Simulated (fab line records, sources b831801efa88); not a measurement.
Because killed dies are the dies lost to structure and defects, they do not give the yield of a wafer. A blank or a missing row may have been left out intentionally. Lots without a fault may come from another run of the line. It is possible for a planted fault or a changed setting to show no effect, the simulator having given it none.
Check of tool commonality || flow sky130 || Lots sampled 12, wafers sampled 36

REASON IT WAS OPENED
At SKY_LDD_HVP_TW_MEAS_10 the reading LDD_HVP_TW is flagged on 2 of 12 lots. Fault-free wafers read 456, with a standard deviation of 3.4.
Rule: a lot is flagged when every wafer of it that has a number lies more than 4 standard deviations from that mean, or none has a number. The rest of the lots are taken to be sound.

{"lot": "L323", "measured": "day 21 23:43", "on": "film-metro-03", "LDD_HVP_TW, wafer by wafer": "457 458 459", "flag": ""}
{"lot": "L326", "measured": "day 22 19:25", "on": "film-metro-03", "LDD_HVP_TW, wafer by wafer": "459 461 461", "flag": ""}
{"lot": "L327", "measured": "day 23 09:17", "on": "film-metro-03", "LDD_HVP_TW, wafer by wafer": "460 464 460", "flag": ""}
{"lot": "L328", "measured": "day 23 21:54", "on": "film-metro-02", "LDD_HVP_TW, wafer by wafer": "455 450 451", "flag": ""}
{"lot": "L330", "measured": "day 24 15:39", "on": "film-metro-02", "LDD_HVP_TW, wafer by wafer": "458 456 457", "flag": ""}
{"lot": "L331", "measured": "day 24 22:32", "on": "film-metro-04", "LDD_HVP_TW, wafer by wafer": "453 449 448", "flag": ""}
{"lot": "L333", "measured": "day 25 15:35", "on": "film-metro-03", "LDD_HVP_TW, wafer by wafer": "459 459 460", "flag": ""}
{"lot": "L334", "measured": "day 25 23:42", "on": "film-metro-02", "LDD_HVP_TW, wafer by wafer": "456 455 455", "flag": ""}
{"lot": "L339", "measured": "day 27 13:24", "on": "film-metro-02", "LDD_HVP_TW, wafer by wafer": "453 455 453", "flag": ""}
{"lot": "L340", "measured": "day 27 21:05", "on": "film-metro-04", "LDD_HVP_TW, wafer by wafer": "430 431 433", "flag": "FLAGGED"}
{"lot": "L341", "measured": "day 28 02:29", "on": "film-metro-04", "LDD_HVP_TW, wafer by wafer": "453 451 454", "flag": ""}
{"lot": "L343", "measured": "day 28 18:41", "on": "film-metro-02", "LDD_HVP_TW, wafer by wafer": "432 433 433", "flag": "FLAGGED"}
The numbers of the flagged lots are 432 on average: -24 against the usual, or -7 standard deviations.

WHICH TOOL RAN EACH LOT
3 process steps preceding the reading are held in the record, out of 708 steps in the route. Every cell lists first the tool, next ch and the chambers used by the sampled wafers, and last the start.
{"lot": "L323", "flag": "", "SKY_NWELL_STRIP_14": "plasma-asher-03 ch 0, day 4 19:08", "SKY_POLY_GATE_ETCH_16": "rie-diel-02 ch 0,2,3, day 16 17:05", "SKY_LDD_HVP_IMPLANT_08": "implanter-01 ch 0, day 21 23:29"}
{"lot": "L326", "flag": "", "SKY_NWELL_STRIP_14": "plasma-asher-03 ch 0,1, day 5 11:38", "SKY_POLY_GATE_ETCH_16": "rie-diel-03 ch 1,2,3, day 17 14:10", "SKY_LDD_HVP_IMPLANT_08": "implanter-03 ch 0, day 22 19:10"}
{"lot": "L327", "flag": "", "SKY_NWELL_STRIP_14": "plasma-asher-01 ch 0,1, day 5 20:16", "SKY_POLY_GATE_ETCH_16": "rie-diel-03 ch 0,1,3, day 18 04:16", "SKY_LDD_HVP_IMPLANT_08": "implanter-03 ch 0, day 23 09:04"}
{"lot": "L328", "flag": "", "SKY_NWELL_STRIP_14": "plasma-asher-01 ch 0, day 5 22:29", "SKY_POLY_GATE_ETCH_16": "rie-diel-02 ch 0,2,3, day 18 15:05", "SKY_LDD_HVP_IMPLANT_08": "implanter-04 ch 0, day 23 21:40"}
{"lot": "L330", "flag": "", "SKY_NWELL_STRIP_14": "plasma-asher-03 ch 0,1, day 6 12:47", "SKY_POLY_GATE_ETCH_16": "rie-diel-04 ch 0,1,3, day 19 08:44", "SKY_LDD_HVP_IMPLANT_08": "implanter-04 ch 0, day 24 15:25"}
{"lot": "L331", "flag": "", "SKY_NWELL_STRIP_14": "plasma-asher-01 ch 0,1, day 6 21:11", "SKY_POLY_GATE_ETCH_16": "rie-diel-03 ch 0,3, day 19 18:26", "SKY_LDD_HVP_IMPLANT_08": "implanter-03 ch 0, day 24 22:17"}
{"lot": "L333", "flag": "", "SKY_NWELL_STRIP_14": "plasma-asher-02 ch 0,1, day 7 05:53", "SKY_POLY_GATE_ETCH_16": "rie-diel-02 ch 0,1,2, day 20 12:50", "SKY_LDD_HVP_IMPLANT_08": "implanter-01 ch 0, day 25 15:20"}
{"lot": "L334", "flag": "", "SKY_NWELL_STRIP_14": "plasma-asher-02 ch 0,1, day 7 13:26", "SKY_POLY_GATE_ETCH_16": "rie-diel-04 ch 1,2,3, day 20 21:01", "SKY_LDD_HVP_IMPLANT_08": "implanter-01 ch 0, day 25 23:28"}
{"lot": "L339", "flag": "", "SKY_NWELL_STRIP_14": "plasma-asher-01 ch 0,1, day 8 16:08", "SKY_POLY_GATE_ETCH_16": "rie-diel-03 ch 0,1,3, day 22 13:02", "SKY_LDD_HVP_IMPLANT_08": "implanter-04 ch 0, day 27 13:10"}
{"lot": "L340", "flag": "FLAGGED", "SKY_NWELL_STRIP_14": "plasma-asher-02 ch 0, day 8 20:53", "SKY_POLY_GATE_ETCH_16": "rie-diel-02 ch 2,3, day 22 18:47", "SKY_LDD_HVP_IMPLANT_08": "implanter-03 ch 0, day 27 20:50"}
{"lot": "L341", "flag": "", "SKY_NWELL_STRIP_14": "plasma-asher-02 ch 0,1, day 9 03:32", "SKY_POLY_GATE_ETCH_16": "rie-diel-02 ch 0,1,3, day 23 02:14", "SKY_LDD_HVP_IMPLANT_08": "implanter-01 ch 0, day 28 02:14"}
{"lot": "L343", "flag": "FLAGGED", "SKY_NWELL_STRIP_14": "plasma-asher-01 ch 0,1, day 9 15:20", "SKY_POLY_GATE_ETCH_16": "rie-diel-04 ch 1,3, day 23 20:26", "SKY_LDD_HVP_IMPLANT_08": "implanter-03 ch 0, day 28 18:26"}
What these steps do:
- SKY_NWELL_STRIP_14: strips in O2/N2.
- SKY_POLY_GATE_ETCH_16: etches Si3N4 in CH3F/O2, stops on poly-Si, time 147.5 s, target depth 75 nm.
- SKY_LDD_HVP_IMPLANT_08
- SKY_LDD_HVP_TW_MEAS_10

FLAGGED AGAINST TOTAL, ONE TOOL AT A TIME (gauges that did the reading follow at the end)
{"step": "SKY_NWELL_STRIP_14", "tool": "plasma-asher-01", "lots run": 5, "flagged": 1, "share of the flagged lots": "some", "sound lots run after its first flagged lot": 0}
{"step": "SKY_NWELL_STRIP_14", "tool": "plasma-asher-02", "lots run": 4, "flagged": 1, "share of the flagged lots": "some", "sound lots run after its first flagged lot": "1 (L341)"}
{"step": "SKY_NWELL_STRIP_14", "tool": "plasma-asher-03", "lots run": 3, "flagged": 0, "share of the flagged lots": "none", "sound lots run after its first flagged lot": "-"}
{"step": "SKY_POLY_GATE_ETCH_16", "tool": "rie-diel-02", "lots run": 5, "flagged": 1, "share of the flagged lots": "some", "sound lots run after its first flagged lot": "1 (L341)"}
{"step": "SKY_POLY_GATE_ETCH_16", "tool": "rie-diel-03", "lots run": 4, "flagged": 0, "share of the flagged lots": "none", "sound lots run after its first flagged lot": "-"}
{"step": "SKY_POLY_GATE_ETCH_16", "tool": "rie-diel-04", "lots run": 3, "flagged": 1, "share of the flagged lots": "some", "sound lots run after its first flagged lot": 0}
{"step": "SKY_LDD_HVP_IMPLANT_08", "tool": "implanter-01", "lots run": 4, "flagged": 0, "share of the flagged lots": "none", "sound lots run after its first flagged lot": "-"}
{"step": "SKY_LDD_HVP_IMPLANT_08", "tool": "implanter-03", "lots run": 5, "flagged": 2, "share of the flagged lots": "all", "sound lots run after its first flagged lot": 0}
{"step": "SKY_LDD_HVP_IMPLANT_08", "tool": "implanter-04", "lots run": 3, "flagged": 0, "share of the flagged lots": "none", "sound lots run after its first flagged lot": "-"}
{"step": "SKY_LDD_HVP_TW_MEAS_10", "tool": "film-metro-02", "lots run": 5, "flagged": 1, "share of the flagged lots": "some", "sound lots run after its first flagged lot": 0}
{"step": "SKY_LDD_HVP_TW_MEAS_10", "tool": "film-metro-03", "lots run": 4, "flagged": 0, "share of the flagged lots": "none", "sound lots run after its first flagged lot": "-"}
{"step": "SKY_LDD_HVP_TW_MEAS_10", "tool": "film-metro-04", "lots run": 3, "flagged": 1, "share of the flagged lots": "some", "sound lots run after its first flagged lot": "1 (L341)"}

WHAT THE TABLE PERMITS
In the table, 1 row covers all flagged lots: implanter-03 at SKY_LDD_HVP_IMPLANT_08.
- implanter-03 at SKY_LDD_HVP_IMPLANT_08 ran 5 lots, 2 of them flagged. It ran its last sound lot, L331, at day 24 22:17 and its first flagged lot, L340, at day 27 20:50: a fault with its onset between the two fits. Its own readings lie more than 4 standard deviations out on every wafer of the flagged lots: dose-ions-cm2, faraday-current-uA.
What remains is a single tool, implanter-03 at SKY_LDD_HVP_IMPLANT_08.

WHAT HAD BEEN PUT IN BY THE SIMULATOR
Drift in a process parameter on implanter-03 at SKY_LDD_HVP_IMPLANT_08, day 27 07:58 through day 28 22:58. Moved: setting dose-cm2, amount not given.
Shown lots that were struck: L340, L343. Same finding as the rule above.
